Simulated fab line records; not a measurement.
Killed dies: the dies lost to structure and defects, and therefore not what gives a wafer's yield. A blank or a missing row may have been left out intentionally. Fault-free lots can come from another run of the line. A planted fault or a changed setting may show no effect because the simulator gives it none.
Which tool was responsible? / flow gf180mcu / 21 wafers from 7 lots sampled at 4 of the route's 602 steps

== WHAT EACH GAUGE READ, for each wafer ==
GF_V2_THK_MEAS_03.
lot=L305; measured=day 19 20:29; on=filmMetro-03; V2_CVD_02_THK (nm)=850 845 855
lot=L308; measured=day 21 07:01; on=filmMetro-02; V2_CVD_02_THK (nm)=834 835 838
lot=L310; measured=day 21 16:28; on=filmMetro-02; V2_CVD_02_THK (nm)=841 853 858
lot=L314; measured=day 23 03:30; on=filmMetro-02; V2_CVD_02_THK (nm)=824 830 855
lot=L318; measured=day 24 15:57; on=filmMetro-02; V2_CVD_02_THK (nm)=847 853 516 848 852 516
lot=L321; measured=day 25 09:38; on=filmMetro-04; V2_CVD_02_THK (nm)=855 848 874
lot=L324; measured=day 26 09:03; on=filmMetro-04; V2_CVD_02_THK (nm)=844 834 851

== WHAT TOOL EACH LOT RAN ON (gives the tool, then ch and the chambers of the sampled wafers, and finally the start) ==
lot=L305; GF_SALICIDE_RTA_06=rtpAnneal-01 ch 0, day 15 15:26; GF_V1_SPUTTER_21=pvdSputter-02, day 18 18:07; GF_V2_CVD_02=pecvd-01 ch 0,2, day 19 20:24
lot=L308; GF_SALICIDE_RTA_06=rtpAnneal-02 ch 0, day 17 00:59; GF_V1_SPUTTER_21=pvdSputter-04, day 20 04:46; GF_V2_CVD_02=pecvd-01 ch 0,1,2, day 21 06:56
lot=L310; GF_SALICIDE_RTA_06=rtpAnneal-02 ch 0, day 17 09:45; GF_V1_SPUTTER_21=pvdSputter-03, day 20 14:51; GF_V2_CVD_02=pecvd-03 ch 1,2, day 21 16:23
lot=L314; GF_SALICIDE_RTA_06=rtpAnneal-02 ch 0, day 18 21:11; GF_V1_SPUTTER_21=pvdSputter-02, day 22 02:49; GF_V2_CVD_02=pecvd-01 ch 0,1, day 23 03:26
lot=L318; GF_SALICIDE_RTA_06=rtpAnneal-02 ch 0, day 20 13:20; GF_V1_SPUTTER_21=pvdSputter-03, day 23 16:22; GF_V2_CVD_02=pecvd-03 ch 0,1,2, day 24 15:53
lot=L321; GF_SALICIDE_RTA_06=rtpAnneal-02 ch 0, day 21 07:38; GF_V1_SPUTTER_21=pvdSputter-02, day 24 09:03; GF_V2_CVD_02=pecvd-04 ch 0,2, day 25 09:34
lot=L324; GF_SALICIDE_RTA_06=rtpAnneal-02 ch 0, day 22 10:50; GF_V1_SPUTTER_21=pvdSputter-03, day 25 10:16; GF_V2_CVD_02=pecvd-01 ch 0,1,2, day 26 08:58
- GF_SALICIDE_RTA_06: time 30 s.
- GF_V1_SPUTTER_21: material Ti, target thk 15 nm, time 80.02 s.
- GF_V2_CVD_02: deposits SiO2 from TEOS, target thk 850 nm, time 94.851 s.

== THE ANSWER, worked out from the rows above alone ==
Rule: the usual values come from the lots themselves. Put in order of their means at a reading, lots are off if they are a third of the lots or fewer, leave a main group of 4 or more, and stand apart from it by a gap of 3 or more times the standard deviation of the main group's means; of several such gaps the widest counts. If all means in a main group match to the digits the tables above print for the reading, that group is not used. Also off: a lot with no number at a reading for which 4 or more lots have one. Where the step has rows for the other lots, those lots are counted as sound.
Off: L318, seen at GF_V2_THK_MEAS_03 (V2_CVD_02_THK). For the main group the mean is 846 nm and the standard deviation 8.3.
If a tool, at a process step before that reading, ran all the lots that are off and no sound lot after the first of them, it fits. Gauges at GF_V2_THK_MEAS_03: tried the same way as those tools. Can't be told from this: 2 tools fit, pecvd-03 at GF_V2_CVD_02, filmMetro-02 at GF_V2_THK_MEAS_03.

== WHAT THE SIMULATOR HAD INSERTED ==
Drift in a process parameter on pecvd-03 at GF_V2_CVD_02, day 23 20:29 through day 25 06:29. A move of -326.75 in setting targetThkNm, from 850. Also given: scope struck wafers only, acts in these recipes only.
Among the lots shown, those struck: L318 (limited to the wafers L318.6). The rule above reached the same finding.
